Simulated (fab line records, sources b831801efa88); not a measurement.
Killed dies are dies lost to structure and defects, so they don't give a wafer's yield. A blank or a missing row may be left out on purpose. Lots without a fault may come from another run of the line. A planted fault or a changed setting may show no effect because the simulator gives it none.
fab line records | flow sky130 | part 2 of 2: steps 33 to 39 of 39
record lots=5 wafers=15 last_day=49
route steps=708 shown VIA3@596 METAL4@598 CAP2M@603
lots that met no fault: from a run of the same line without faults
start_h: hours from the record's first day to the start of the lot's first wafer shown | wait_h: hours since the lot's step before | " the same as in the row above | L1.1+2: a row that stands for several wafers | - no value, or no start given | * or withheld: withheld | < > ~ a bound
route shown NAME@n: a module of which the file shows steps, and the number in the route of the first | usual: mean/standard deviation of fault-free wafers | same: alike in all rows | chamber/n: place in a boat | sites: the reading at each site | _std_site: their standard deviation | _edge_site: outer sites' mean less inner sites' | radius_mm: how far each site lies from the wafer's centre | mask NAME#n: copy n | behind: the tool/chamber that last shaped the wafer | hold: why the lot was held/for how many hours/how that ended | device: the transistor (n, p or np) that didn't switch | end of line: the same wafers' tests at the end of the route | a step without rows: its recipe alone | killed: dies lost to structure and defects at the first sort, not the wafer's yield | map: a wafer's dies, x killed, . not, _ none there
set.NAME: the setting as run; set.NAME@STEP: as run at that earlier step | model.NAME: the simulator's own value behind a step, which no gauge read
lots at some steps of the route; a table a step, a row a wafer
services: from which hour (start_h, from the record's first day; less than 0 if before it) a tool's chamber was out of use, for how many hours, and why
## steps
# step SKY_METAL4_DEVELOP_12
# recipe develop_time_s=60 resist=KrF-thick dev_temp_c=21
# usual developer_temp_C=21.00/0.1
# columns lot.wafer tool chamber start_h wait_h developer_temp_C
L078.2 litho_track-03 0 - - 20.92
L078.5 " 0 " " 20.92
L078.6 " 0 " " 21.04
L085.1 litho_track-02 0 - - 20.85
L085.3 " 0 " " 20.94
L085.4 " 0 " " 20.87
L086.2 litho_track-01 0 - - 21.15
L086.4 " 0 " " 21.07
L086.5 " 0 " " 20.97
L091.2 litho_track-02 0 - - 21.01
L091.3 " 0 " " 21.01
L091.5 " 0 " " 20.91
L092.1 litho_track-02 0 - - 21.04
L092.3 " 0 " " 21.00
L092.5 " 0 " " 20.83
# step SKY_METAL4_CD_MEAS_13
# recipe target_cd_nm=300
# usual cd_nm=300.0/1.4
# columns lot.wafer tool chamber start_h wait_h cd_nm
L078.2 cd_sem-01 - 1007.28 - 299.0
L078.5 " - " " 301.6
L078.6 " - " " 301.5
L085.1 cd_sem-01 - 1055.44 - 299.2
L085.3 " - " " 300.1
L085.4 " - " " 300.1
L086.2 cd_sem-01 - 1059.48 - 302.3
L086.4 " - " " 300.8
L086.5 " - " " 299.4
L091.2 cd_sem-02 - 1096.31 - 300.6
L091.3 " - " " 300.5
L091.5 " - " " 300.1
L092.1 cd_sem-01 - 1100.64 - 300.1
L092.3 " - " " 300.9
L092.5 " - " " 301.0
# step SKY_METAL4_OVL_MEAS_14
# usual METAL4_OVL=3/5.5
# columns lot.wafer tool chamber start_h wait_h METAL4_OVL[nm]
L078.2 overlay-01 - 1007.39 0.1 6
L078.5 " - " " 10
L078.6 " - " " 10
L085.1 overlay-02 - 1055.56 0.1 10
L085.3 " - " " 6
L085.4 " - " " 0
L086.2 overlay-02 - 1059.58 0.1 1
L086.4 " - " " 2
L086.5 " - " " 4
L091.2 overlay-02 - 1096.42 0.1 10
L091.3 " - " " 15
L091.5 " - " " 11
L092.1 overlay-02 - 1100.76 0.1 -4
L092.3 " - " " 5
L092.5 " - " " -3
# step SKY_METAL4_DESCUM_15
# recipe chemistry=O2 source_power_w=150 bias_power_w=0 pressure_mtorr=10 temp_c=40 time_s=8
# usual drypump_motor_current_A=5.63/0.29 oes_product_au=1.000/0.0071
# same bias_power_w=0
# columns lot.wafer tool chamber start_h wait_h drypump_motor_current_A oes_product_au rf_hours_counter_h
L078.2 rie_metal-01 0 1007.42 0.0 5.72 1.012 15
L078.5 " 1 " " 5.16 1.003 -
L078.6 " 0 " " 5.73 1.004 -
L085.1 rie_metal-01 1 1055.60 0.0 5.14 0.990 5
L085.3 " 0 " " 5.73 0.998 -
L085.4 " 1 " " 5.16 0.986 -
L086.2 rie_metal-01 1 1059.61 0.0 5.17 1.004 5
L086.4 " 1 " " 5.14 0.997 -
L086.5 " 0 " " 5.73 1.002 -
L091.2 rie_metal-02 1 1096.45 0.0 5.98 1.003 22
L091.3 " 0 " " 5.72 0.999 -
L091.5 " 0 " " 5.73 0.993 -
L092.1 rie_metal-02 1 1100.80 0.0 5.97 0.992 23
L092.3 " 0 " " 5.72 0.996 -
L092.5 " 1 " " 5.97 1.006 -
# step SKY_METAL4_ETCH_16
# recipe chemistry=N2/H2 target=BARC ion_energy_ev=200 bias_w=100 pressure_mtorr=30 n2_flow_sccm=100 h2_flow_sccm=200 icp_w=500 stop_on=SiO2 time_s=88.2 target_depth_a=600
# usual bias_w=100.0/0.32 drypump_motor_current_A=5.64/0.3 oes_product_au=0.626/0.0047 throttle_valve_pct=13.205/0.0091
# columns lot.wafer tool chamber start_h wait_h bias_w drypump_motor_current_A oes_product_au rf_hours_counter_h throttle_valve_pct
L078.2 rie_metal-01 0 1007.45 0.0 99.6 5.74 0.627 15 13.199
L078.5 " 1 " " 100.4 5.15 0.630 - 13.205
L078.6 " 0 " " 100.0 5.72 0.636 - 13.206
L085.1 rie_metal-01 1 1055.63 0.0 99.8 5.16 0.623 5 13.202
L085.3 " 0 " " 99.7 5.75 0.621 - 13.196
L085.4 " 1 " " 100.3 5.15 0.629 - 13.195
L086.2 rie_metal-01 1 1059.64 0.0 99.9 5.15 0.628 5 13.197
L086.4 " 1 " " 100.0 5.17 0.628 - 13.214
L086.5 " 0 " " 99.9 5.74 0.623 - 13.212
L091.2 rie_metal-02 1 1096.48 0.0 100.1 6.00 0.624 22 13.203
L091.3 " 0 " " 100.0 5.71 0.615 - 13.214
L091.5 " 0 " " 99.9 5.74 0.631 - 13.193
L092.1 rie_metal-02 1 1100.83 0.0 100.4 5.99 0.630 23 13.211
L092.3 " 0 " " 100.2 5.73 0.627 - 13.214
L092.5 " 1 " " 100.2 5.98 0.623 - 13.194
# step SKY_METAL4_ETCH_17
# recipe target=SiO2 stop_on=TiN chemistry=C4F8/O2/Ar source_w=1500 bias_w=1200 pressure_mtorr=40 c4f8_flow_sccm=withheld O2_flow_sccm=6 Ar_flow_sccm=300 time_s=3.9 target_depth_a=150
# usual bias_w=1199.4/2.9 oes_product_au=0.753/0.0069
# columns lot.wafer tool chamber start_h wait_h bias_w oes_product_au
L078.2 rie_diel-03 1 1007.55 0.1 1202.3 0.752
L078.5 " 0 " " 1201.4 0.764
L078.6 " 1 " " 1198.8 0.763
L085.1 rie_diel-04 2 1055.73 0.1 1199.9 0.751
L085.3 " 1 " " 1197.9 0.749
L085.4 " 3 " " 1196.8 0.761
L086.2 rie_diel-03 1 1059.74 0.1 1203.7 0.745
L086.4 " 0 " " 1198.4 0.752
L086.5 " 2 " " 1198.5 0.750
L091.2 rie_diel-04 0 1096.58 0.1 1203.4 0.749
L091.3 " 1 " " 1194.3 0.759
L091.5 " 1 " " 1194.1 0.764
L092.1 rie_diel-03 1 1100.93 0.1 1198.8 0.755
L092.3 " 3 " " 1198.1 0.749
L092.5 " 1 " " 1205.5 0.756
# step SKY_METAL4_METAL_ETCH_18
# recipe target_depth_a=8450 stop_on=SiO2 over_etch_frac=0.3 time_s=183.1 chemistry=Cl2/BCl3 resist_sidewall_deg=88 pressure_mtorr=10 icp_w=900 bias_w=48.5 Cl2_flow_sccm=60 bcl3_flow_sccm=30
# usual bias_w=48.52/0.13 drypump_motor_current_A=5.72/0.25 oes_product_au=0.864/0.0058 throttle_valve_pct=22.265/0.0085
# columns lot.wafer tool chamber start_h wait_h bias_w drypump_motor_current_A oes_product_au rf_hours_counter_h throttle_valve_pct
L078.2 rie_metal-04 0 1007.57 0.0 48.29 5.89 0.860 15 22.262
L078.5 " 0 " " 48.43 5.87 0.859 - 22.274
L078.6 " 1 " " 48.42 5.67 0.858 - 22.256
L085.1 rie_metal-02 0 1055.74 0.0 48.56 5.71 0.862 25 22.265
L085.3 " 1 " " 48.59 6.00 0.869 - 22.273
L085.4 " 0 " " 48.40 5.70 0.869 - 22.260
L086.2 rie_metal-04 1 1059.76 0.0 48.58 5.67 0.875 7 22.272
L086.4 " 0 " " 48.44 5.89 0.870 - 22.278
L086.5 " 0 " " 48.45 5.89 0.872 - 22.253
L091.2 rie_metal-04 0 1096.59 0.0 48.55 5.86 0.875 21 22.265
L091.3 " 0 " " 48.32 5.88 0.867 - 22.262
L091.5 " 1 " " 48.40 5.67 0.870 - 22.271
L092.1 rie_metal-04 0 1100.94 0.0 48.68 5.86 0.876 21 22.260
L092.3 " 0 " " 48.43 5.88 0.871 - 22.258
L092.5 " 0 " " 48.47 5.86 0.859 - 22.271
## services
# columns tool chamber start_h hours kind
krf_scanner-02 - 934.99 0.8 pm
krf_scanner-02 - 937.13 2.2 repair
pvd_sputter-04 - 952.46 1.3 repair
iline_stepper-02 - 959.81 2.7 repair
cmp-02 - 961.86 6.1 pm
pvd_sputter-02 - 965.40 1.8 repair
rie_diel-03 - 987.52 1.2 repair
pvd_sputter-04 - 987.84 2.0 repair
pecvd-03 2 995.81 26.2 repair
rie_diel-03 3 998.03 4.1 repair
wet_bench-04 - 1001.15 1.9 pm
cmp-02 - 1012.22 0.5 repair
krf_scanner-02 - 1017.63 1.0 pm
cmp-02 - 1027.01 4.1 repair
rie_metal-01 - 1027.03 0.1 repair
rie_metal-04 - 1030.24 0.2 repair
cmp-02 - 1036.39 4.0 repair
cmp-02 - 1036.78 0.8 repair
rie_metal-01 0 1041.03 5.6 repair
krf_scanner-02 - 1054.28 0.8 pm
rie_metal-01 - 1057.35 1.4 pm
krf_scanner-02 - 1064.90 1.3 pm
cmp-02 - 1078.01 6.1 pm
cmp-02 - 1084.15 4.0 pm
